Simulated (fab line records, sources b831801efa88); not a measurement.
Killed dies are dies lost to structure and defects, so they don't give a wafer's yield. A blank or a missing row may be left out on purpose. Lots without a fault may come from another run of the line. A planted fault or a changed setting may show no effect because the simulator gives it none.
Problem report in the 8D (eight disciplines) form, filled by code | flow sky130 | the parts of the form that need people (team, actions taken, sign-off) are left out

1. THE PROBLEM
VIA4_W_RS at SKY_VIA4_RS_MEAS_19 reads a mean of 0.1392 ohm/sq on 6 wafers of 3 lots; wafers without a fault read 0.2279 ohm/sq with a standard deviation of 0.0022. That is -40 standard deviations from the usual mean.
The step: measures by four-point-probe.
First seen on wafer L898.2, day 47 14:41, on film_metro-03. The record holds 30 wafers of 10 lots with a number at this step. Rule for "out", or "out of limits": more than 4 standard deviations from the usual mean. The other wafers with a number count as sound.

2. WHAT IT IS AND WHAT IT IS NOT
question                    | is                                             | is not
which readings at this step | VIA4_W_RS                                      | -
which lots                  | L898, L900, L901                               | L881, L882, L884, L886, L888, L892, L894
which wafers of those lots  | L898.2, L898.5, L900.2, L900.3, L901.3, L901.5 | L898.6, L900.4, L901.4
read on which gauges        | film_metro-02, film_metro-03                   | film_metro-01
when                        | from day 47 14:41                              | up to then (22 sound wafers); but 2 sound wafers of L900, L901 came after

3. SUSPECTS, AND WHAT RULES EACH OUT
Counting: a tool at a process step up to the reading stays a suspect if it ran every lot that is out. Sound lots after the first of them don't rule it out here, since some wafers of a struck lot are sound.
- the gauge at SKY_VIA4_RS_MEAS_19: ruled out. The wafers that are out were read on 2 gauges (film_metro-02, film_metro-03).
- cvd_w-01 at SKY_VIA4_CVD_18 (deposits W, target thk 505 nm, time 152.14 s): kept. It ran every lot that is out, first L898 (day 47 14:30); its last sound lot up to then is L894 (day 46 16:29).
Left after counting: cvd_w-01 at SKY_VIA4_CVD_18.

4. THE CAUSE (what the simulator had put in)
Process parameter drift: cvd_w-01, from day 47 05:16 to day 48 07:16, at SKY_VIA4_CVD_18. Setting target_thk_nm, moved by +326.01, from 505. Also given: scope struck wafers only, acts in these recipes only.
Counting left only this tool.

5. THE CHAIN OF EFFECTS, in route order
Each row: a reading whose mean over the struck wafers that have a number lies more than 3 standard deviations from the usual. Only readings for which the record gives a usual standard deviation are gone through. hours: the time from each lot's start at the first step in this table that gives one to its start at this step, as a median over the lots. sigmas: the change in usual standard deviations.
hours | step                 | reading            | usual         | on struck wafers | change  | sigmas
0     | SKY_VIA4_RS_MEAS_19  | VIA4_W_RS          | 0.2279 ohm/sq | 0.1392           | -0.0887 | -40
0     | SKY_VIA4_THK_MEAS_20 | VIA4_W_THK         | 485 nm        | 782              | +297    | +50
0     | SKY_VIA4_CMP_21      | time_to_endpoint_s | 122 s         | 202              | +80     | +15
The process steps in it:
- SKY_VIA4_CMP_21: polishes, stops on SiO2, t overpolish 25 s, target thk 0 nm.
Later measuring or inspecting steps at which every struck wafer that the step has a row for has a number for every such reading, and none has moved that far: SKY_METAL5_THK_MEAS_06.

6. WHAT WOULD HAVE CAUGHT IT SOONER
In this record the first reading out of limits at a measuring or inspecting step was taken at day 47 14:41, 9 hours after the fault began at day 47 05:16.
Of the tool readings at SKY_VIA4_CVD_18 for which the record gives a usual standard deviation, none was out on any struck wafer, so an alarm limit of 4 standard deviations on them would not have fired.
Of the lots that are out (3), L900, L901 began SKY_VIA4_CVD_18 on cvd_w-01 after day 47 14:41. A hold on the tool at that time would have spared those 2.
